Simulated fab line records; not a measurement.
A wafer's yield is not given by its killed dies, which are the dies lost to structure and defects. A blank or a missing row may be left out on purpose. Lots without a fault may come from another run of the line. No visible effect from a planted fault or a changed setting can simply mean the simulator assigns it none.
Matching of chambers | flow gf180mcu | GF_V3_CMP_04 on cmp-02 has 4 sister chambers
The step polishes SiO2. 4 wafers are shown with their chamber, then 11 later ones without.

EACH WAFER AND ITS CHAMBER
wafer  | chamber | motor-current-A (A)
L860.4 | 3       | 12.5
L868.3 | 1       | 12.3
L868.4 | 2       | 14.1
L870.3 | 0       | 12.2

WAFERS WITH NO CHAMBER GIVEN
wafer  | motor-current-A (A)
L870.5 | 13.1
L870.6 | 11.8
L874.2 | 13.2
L874.3 | 11.8
L874.4 | 13.7
L875.2 | 12.7
L875.4 | 13.9
L875.6 | 14.6
L876.3 | 12.5
L876.5 | 12.3
L876.6 | 14.2

THE CHAMBER EACH PASSED THROUGH
wafer  | from the rows above               | in truth
L870.5 | can't be placed: 3 or 1 or 0 or 2 | 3
L870.6 | can't be placed: 0 or 1 or 3      | 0
L874.2 | can't be placed: 3 or 1 or 2 or 0 | 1
L874.3 | can't be placed: 0 or 1 or 3      | 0
L874.4 | 2                                 | 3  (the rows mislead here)
L875.2 | can't be placed: 3 or 1 or 0      | 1
L875.4 | 2                                 | 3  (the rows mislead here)
L875.6 | 2                                 | 2
L876.3 | can't be placed: 3 or 1 or 0      | 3
L876.5 | can't be placed: 1 or 0 or 3      | 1
L876.6 | 2                                 | 2
Correct placement for 2 of the 11. These rows do not allow placing 7 (true chamber among the candidates in 7). Number placed wrongly: 2.
How it was worked out, from the rows above alone: a wafer's distance from a chamber is the root of the sum, over the readings, of the square of ((its reading less the chamber's mean) divided by the reading's scatter). If the next closest chamber is less than 2 further off than the closest, the wafer can't be placed; otherwise it belongs to the closest. The mean given for a chamber averages the wafers shown for that chamber. The scatter: root of mean squared gap, hidden wafer to nearest shown wafer, with one shown wafer a chamber.
